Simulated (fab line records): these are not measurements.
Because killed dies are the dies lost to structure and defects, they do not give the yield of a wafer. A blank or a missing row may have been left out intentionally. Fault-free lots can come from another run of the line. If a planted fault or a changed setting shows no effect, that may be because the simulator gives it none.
2 desks, one fault | flow gf180mcu | numbers are kept per desk, each desk with only its own; the story behind them comes last

AT THE METROLOGY DESK
What the gauges read, lot by lot, whatever tool the lot ran on: means of the sampled wafers that have a number. If a lot's mean is further than 4 standard deviations from the usual mean, the lot is out of limits and carries the mark OUT (the distance appears in the brackets).
Columns: A = V1_OVL at GF_V1_OVL_MEAS_15, usual 4 nm
lot  | first seen here | A
L359 | day 18 16:27    | 6
L360 | day 19 04:58    | 1
L361 | day 19 10:33    | 12
L362 | day 19 14:43    | 6
L366 | day 20 22:02    | 8
L371 | day 22 19:50    | 3
L372 | day 23 01:25    | 6
L376 | day 24 11:43    | 3
L377 | day 24 12:04    | 1
L378 | day 25 02:21    | 0
L380 | day 25 16:10    | 1
L381 | day 25 21:25    | 0
L382 | day 26 04:00    | 8
Finding of this desk: none of the 13 lots has anything out of limits.

FOR THE TOOL OWNER'S DESK: rie diel-04
The tool's own readings at GF_V1_ETCH_16 (etches BARC in N2/H2): means of the sampled wafers that have a number, for each lot that ran on this tool. If a lot's mean is further than 4 standard deviations from the usual mean, the lot is out of limits and carries the mark OUT (the distance appears in the brackets).
Columns: A = drypump motor current A at GF_V1_ETCH_16, usual 5.8 A; B = oes product au at GF_V1_ETCH_16, usual 0.853 a.u.; C = throttle valve pct at GF_V1_ETCH_16, usual 13.224 %
lot  | first seen here | A   | B     | C
L360 | day 19 05:00    | 5.8 | 0.856 | 13.220
L366 | day 20 22:03    | 6.5 | 0.838 | 13.204
L381 | day 25 21:27    | 5.8 | 0.850 | 13.225
L382 | day 26 04:02    | 5.9 | 0.856 | 13.232
Finding of this desk: none of the 4 lots has anything out of limits.

TAKEN TOGETHER
At the metrology desk, nothing out of limits was observed.
Nothing out of limits was seen by the tool owner's desk.

WHAT WAS PUT IN BY THE SIMULATOR
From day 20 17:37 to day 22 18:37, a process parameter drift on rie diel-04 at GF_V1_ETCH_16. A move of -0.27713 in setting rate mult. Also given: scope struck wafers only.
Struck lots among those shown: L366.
